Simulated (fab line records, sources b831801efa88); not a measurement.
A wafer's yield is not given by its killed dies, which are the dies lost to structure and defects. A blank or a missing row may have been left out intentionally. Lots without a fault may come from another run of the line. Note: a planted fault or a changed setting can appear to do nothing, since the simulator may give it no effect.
fab line records	flow sky130
record: lots: 7	wafers: 21	last-day: 50
route steps=708 shown FIELD_ISO@1
lots untouched by any fault: they come from a run of this same line in which no faults occurred
start-h: hours from the record's first day to the start of the lot's first wafer shown	wait-h: hours elapsed since this lot's preceding step	" identical to the entry in the row above	L1.1+2: several wafers, shown together as one row	- value missing, or start not given	* or withheld: withheld	< > ~ a bound
route shown NAME@n: NAME is a module with steps in the file, n the number in the route of the first one	usual: mean and standard deviation over wafers with no fault	same: alike in all rows	chamber/n: place in a boat	sites: readings site by site	_std_site: their standard deviation	_edge_site: inner sites' mean taken away from outer sites' mean	radius-mm: how far each site lies from the wafer's centre	mask NAME#n: copy n	behind: the most recent tool/chamber to have shaped the wafer	hold: reason for holding the lot/hours on hold/outcome of the hold	device: which transistor (n, p or np) failed to switch	end of line: the tests these same wafers got at the end of their route	a step without rows: its recipe alone	killed: dies lost to structure and defects at the first sort, not the wafer's yield	map: the dies of a wafer, with x for killed, . for not killed, _ for no die there
set.NAME: the setting that was run; set.NAME@STEP: the one run at that earlier step	model.NAME: the simulator's own value behind a step, which no gauge read
lots at some steps of the route; a table a step, a row a wafer
== steps ==
step: SKY_FIELD_ISO_BOW_MEAS_00
recipe: mode: bow
usual: INCOMING_BOW: 0/6
lot.wafer	tool	chamber	start-h	wait-h	INCOMING_BOW[um]
L103.1	film-metro-02	-	35.00	-	-3
L103.2	"	-	"	"	7
L103.4	"	-	"	"	7
L109.1	film-metro-03	-	65.00	-	7
L109.3	"	-	"	"	8
L109.6	"	-	"	"	-2
L110.1	film-metro-04	-	70.00	-	10
L110.2	"	-	"	"	-11
L110.6	"	-	"	"	5
L111.1	film-metro-04	-	75.00	-	-1
L111.3	"	-	"	"	12
L111.6	"	-	"	"	-1
L113.1	film-metro-03	-	85.00	-	-3
L113.2	"	-	"	"	-2
L113.5	"	-	"	"	-8
L115.1	film-metro-04	-	95.00	-	-6
L115.2	"	-	"	"	-1
L115.4	"	-	"	"	5
L119.1	film-metro-03	-	115.00	-	1
L119.3	"	-	"	"	-1
L119.5	"	-	"	"	0
step: SKY_FIELD_ISO_OXIDATION_01
recipe: temp-c: 900	ambient: O2	stabilise-s: 600	purge-s: 300	target-thk-a: 120	ox-time-s: 1843
step: SKY_FIELD_ISO_THK_MEAS_02
recipe: reads: SiO2_of_FIELD_ISO_OXIDATION_01
usual: FIELD_ISO_OXIDATION_00_THK: 12.05/0.24
lot.wafer	tool	chamber	start-h	wait-h	FIELD_ISO_OXIDATION_00_THK[nm]
L103.1	film-metro-02	-	37.55	0.0	11.93
L103.2	"	-	"	"	12.04
L103.4	"	-	"	"	12.02
L109.1	film-metro-04	-	69.44	0.0	11.89
L109.3	"	-	"	"	12.07
L109.6	"	-	"	"	11.92
L110.1	film-metro-04	-	75.39	0.0	11.85
L110.2	"	-	"	"	11.89
L110.6	"	-	"	"	11.94
L111.1	film-metro-03	-	81.44	0.0	11.93
L111.3	"	-	"	"	12.01
L111.6	"	-	"	"	11.79
L113.1	film-metro-04	-	88.36	0.0	12.74
L113.2	"	-	"	"	12.57
L113.5	"	-	"	"	12.59
L115.1	film-metro-04	-	96.71	0.0	11.96
L115.2	"	-	"	"	12.10
L115.4	"	-	"	"	12.13
L119.1	film-metro-02	-	117.65	0.0	12.32
L119.3	"	-	"	"	12.45
L119.5	"	-	"	"	12.45
step: SKY_FIELD_ISO_CVD_03
recipe: material: Si3N4	precursor: DCS/NH3	target-thk-nm: 165	temp-c: 770	time-s: 2830	pressure-mtorr: 250
step: SKY_FIELD_ISO_THK_MEAS_04
recipe: reads: Si3N4_of_FIELD_ISO_CVD_03
usual: FIELD_ISO_CVD_03_THK: 164.9/1.6
lot.wafer	tool	chamber	start-h	wait-h	FIELD_ISO_CVD_03_THK[nm]
L103.1	film-metro-04	-	39.40	0.0	167.8
L103.2	"	-	"	"	166.9
L103.4	"	-	"	"	167.7
L109.1	film-metro-02	-	71.29	0.0	164.1
L109.3	"	-	"	"	164.4
L109.6	"	-	"	"	163.1
L110.1	film-metro-02	-	77.24	0.0	162.0
L110.2	"	-	"	"	163.6
L110.6	"	-	"	"	162.3
L111.1	film-metro-03	-	85.63	0.0	164.9
L111.3	"	-	"	"	166.0
L111.6	"	-	"	"	164.9
L113.1	film-metro-03	-	90.25	0.0	165.8
L113.2	"	-	"	"	164.6
L113.5	"	-	"	"	164.0
L115.1	film-metro-03	-	98.56	0.0	165.0
L115.2	"	-	"	"	163.4
L115.4	"	-	"	"	164.4
L119.1	film-metro-04	-	122.15	0.0	165.2
L119.3	"	-	"	"	166.5
L119.5	"	-	"	"	164.2
step: SKY_FIELD_ISO_DEHYDRATE_05
recipe: temp-c: 200	time-s: 60
step: SKY_FIELD_ISO_HMDS_06
recipe: prime-time-s: 60	prime-temp-c: 120
step: SKY_FIELD_ISO_COAT_07
recipe: resist: BARC	temp-c: withheld	time-s: withheld	spin-rpm: 3000	resist-thk-nm: 60
step: SKY_FIELD_ISO_COAT_08
recipe: resist: KrF-thick	spin-rpm: 3000	resist-thk-nm: 450
step: SKY_FIELD_ISO_SOFTBAKE_09
recipe: temp-c: 100	time-s: 90	resist: KrF-thick
step: SKY_FIELD_ISO_EXPOSE_10
recipe: mask-id: FOM	na: 0.68	source-shape: annular	sigma-inner: 0.4	sigma-outer: 0.8	target-cd-nm: 150	dose-mj: 28
step: SKY_FIELD_ISO_PEB_11
recipe: peb-temp-c: withheld	peb-time-s: withheld	resist: KrF-thick
step: SKY_FIELD_ISO_DEVELOP_12
recipe: develop-time-s: 60	resist: KrF-thick	dev-temp-c: 21
usual: chill-plate-temp-C: 23.01/0.11	develop-time-s: 60/0
lot.wafer	tool	chamber	start-h	wait-h	chill-plate-temp-C	develop-time-s	model.KrF-thick_of_FIELD_ISO_COAT_08.thk-nm
L103.1	litho-track-01	0	54	-	22.95	60	436.4
L103.2	"	0	"	"	22.94	60	434.7
L103.4	"	0	"	"	23.22	60	435
L109.1	litho-track-03	-	87	-	-	-	448.9
L109.3	"	-	"	"	-	-	448.8
L109.6	"	-	"	"	-	-	448
L110.1	litho-track-03	-	92	-	-	-	449.9
L110.2	"	-	"	"	-	-	451.4
L110.6	"	-	"	"	-	-	450.5
L111.1	litho-track-01	-	102	-	-	-	451.7
L111.3	"	-	"	"	-	-	451.9
L111.6	"	-	"	"	-	-	451.3
L113.1	litho-track-03	0	107	-	23.30	60	434.7
L113.2	"	0	"	"	23.13	60	435
L113.5	"	0	"	"	23.21	60	436.1
L115.1	litho-track-01	0	115	-	22.92	60	435.1
L115.2	"	0	"	"	22.85	60	435.4
L115.4	"	0	"	"	22.82	60	435.4
L119.1	litho-track-01	0	141	-	23.05	60	437.7
L119.3	"	0	"	"	23.18	60	437.7
L119.5	"	0	"	"	22.90	60	437.6
step: SKY_FIELD_ISO_CD_MEAS_13
recipe: target-cd-nm: 150
usual: cd-nm: 150.2/1.6
lot.wafer	tool	chamber	start-h	wait-h	cd-nm
L103.1	cd-sem-01	-	54.54	-	150.9
L103.2	"	-	"	"	149.8
L103.4	"	-	"	"	151.4
L109.1	cd-sem-01	-	87.56	-	-
L109.3	"	-	"	"	-
L109.6	"	-	"	"	-
L110.1	cd-sem-01	-	93.01	-	-
L110.2	"	-	"	"	-
L110.6	"	-	"	"	-
L111.1	cd-sem-01	-	102.21	-	-
L111.3	"	-	"	"	-
L111.6	"	-	"	"	-
L113.1	cd-sem-01	-	107.46	-	146.7
L113.2	"	-	"	"	147.2
L113.5	"	-	"	"	144.7
L115.1	cd-sem-02	-	116.06	-	151.5
L115.2	"	-	"	"	151.3
L115.4	"	-	"	"	151.2
L119.1	cd-sem-02	-	141.76	-	148.1
L119.3	"	-	"	"	149.1
L119.5	"	-	"	"	148.8
== key ==
first-sign: step: SKY_FIELD_ISO_DEVELOP_12	reading: tool-record	direction: missing
effect none on later readings
model-effect: step: SKY_FIELD_ISO_DEVELOP_12	value: KrF-thick_of_FIELD_ISO_COAT_08.thk-nm	without: 436.2	struck: 450.3
met-at SKY_FIELD_ISO_DEVELOP_12
struck-wafers L109.1,L109.3,L109.6,L110.1,L110.2,L110.6,L111.1,L111.3,L111.6
later-rows-left-out L109.1,L109.3,L109.6,L110.1,L110.2,L110.6,L111.1,L111.3,L111.6
sort-left-out L109.1,L109.3,L109.6,L110.1,L110.2,L110.6,L111.1,L111.3,L111.6
tester-left-out L109,L110,L111
fault: kind: skipped-step-whole	tool: litho-track-01,litho-track-03	chamber: -	onset-h: 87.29	steps: SKY_FIELD_ISO_DEVELOP_12	scope: struck-lots-only
tester-left-out: of these lots the tester's yield and bins aren't shown, on N5 and GAA mostly nor the transistor test; their killed dies are dies lost to structure and defects alone, not to doping, threshold or leakage, so they don't give the yield
sort-left-out: the simulated sort isn't trusted on such a fault, so these wafers' sort isn't shown, and their yield isn't known
later-rows-left-out: the simulator's readings of these wafers behind a module that went badly wrong aren't trusted and aren't shown, but for the sort
